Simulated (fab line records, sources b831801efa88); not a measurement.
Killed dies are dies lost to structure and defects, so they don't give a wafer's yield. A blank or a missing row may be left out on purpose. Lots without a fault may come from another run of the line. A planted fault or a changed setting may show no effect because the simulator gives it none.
Problem report in the 8D (eight disciplines) form, filled by code | flow sky130 | the parts of the form that need people (team, actions taken, sign-off) are left out

1. THE PROBLEM
DNWELL_TW at SKY_DNWELL_TW_MEAS_09 reads a mean of 514 on 4 wafers of 3 lots; wafers without a fault read 1111 with a standard deviation of 7.9. That is -76 standard deviations from the usual mean.
First seen on wafer L459.1, day 5 11:05, on film_metro-02. The record holds 36 wafers of 13 lots with a number at this step. Rule for "out", or "out of limits": more than 4 standard deviations from the usual mean. The other wafers with a number count as sound.

2. WHAT IT IS AND WHAT IT IS NOT
question                    | is                             | is not
which readings at this step | DNWELL_TW                      | -
which lots                  | L459, L461, L462               | L449, L450, L453, L454, L455, L456, L463, L466, L467, L472
which wafers of those lots  | L459.1, L461.1, L462.1, L462.2 | L459.5, L461.5
read on which gauges        | film_metro-02                  | film_metro-03, film_metro-04
when                        | from day 5 11:05               | up to then (19 sound wafers); but 13 sound wafers of L461, L463, L466, L467, L472 came after

3. SUSPECTS, AND WHAT RULES EACH OUT
Counting: a tool at a process step up to the reading stays a suspect if it ran every lot that is out. Sound lots after the first of them don't rule it out here, since some wafers of a struck lot are sound.
- the gauge at SKY_DNWELL_TW_MEAS_09: ruled out. All the wafers that are out were read on film_metro-02, but those of them that SKY_PAD_OPEN_PROBE_99 has rows for are out there too, on other tools.
- litho_track-01 at SKY_DNWELL_DEVELOP_06 (develop time 60 s): kept. It ran every lot that is out, first L459 (day 5 10:00); its last sound lot up to then is L454 (day 4 03:00).
Left after counting: litho_track-01 at SKY_DNWELL_DEVELOP_06.

4. THE CAUSE (what the simulator had put in)
Process parameter drift: litho_track-01, from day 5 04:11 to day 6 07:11, at SKY_DNWELL_DEVELOP_06. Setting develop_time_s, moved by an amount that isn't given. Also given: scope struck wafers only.
Counting left only this tool.

5. THE CHAIN OF EFFECTS, in route order
Each row: a reading whose mean over the struck wafers that have a number lies more than 3 standard deviations from the usual. Only readings for which the record gives a usual standard deviation are gone through. hours: the time from each lot's start at the first step in this table that gives one to its start at this step, as a median over the lots. sigmas: the change in usual standard deviations.
hours | step                  | reading             | usual | on struck wafers | change | sigmas
0     | SKY_DNWELL_TW_MEAS_09 | DNWELL_TW           | 1111  | 514              | -597   | -76
1033  | SKY_PAD_OPEN_PROBE_99 | killed_at_front_end | 15    | 430              | +415   | +96
1033  | SKY_PAD_OPEN_PROBE_99 | killed_dies         | 87    | 492              | +405   | +40
1033  | SKY_PAD_OPEN_PROBE_99 | killed_on_rim       | 17    | 96               | +79    | +20
The process steps in it:
- SKY_PAD_OPEN_PROBE_99
Later measuring or inspecting steps at which every struck wafer that the step has a row for has a number for every such reading, and none has moved that far: SKY_NWELL_OVL_MEAS_23.

6. WHAT WOULD HAVE CAUGHT IT SOONER
In this record the first reading out of limits at a measuring or inspecting step was taken at day 5 11:05, 7 hours after the fault began at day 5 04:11.
Of the lots that are out (3), L461, L462 began SKY_DNWELL_DEVELOP_06 on litho_track-01 after day 5 11:05. A hold on the tool at that time would have spared those 2.
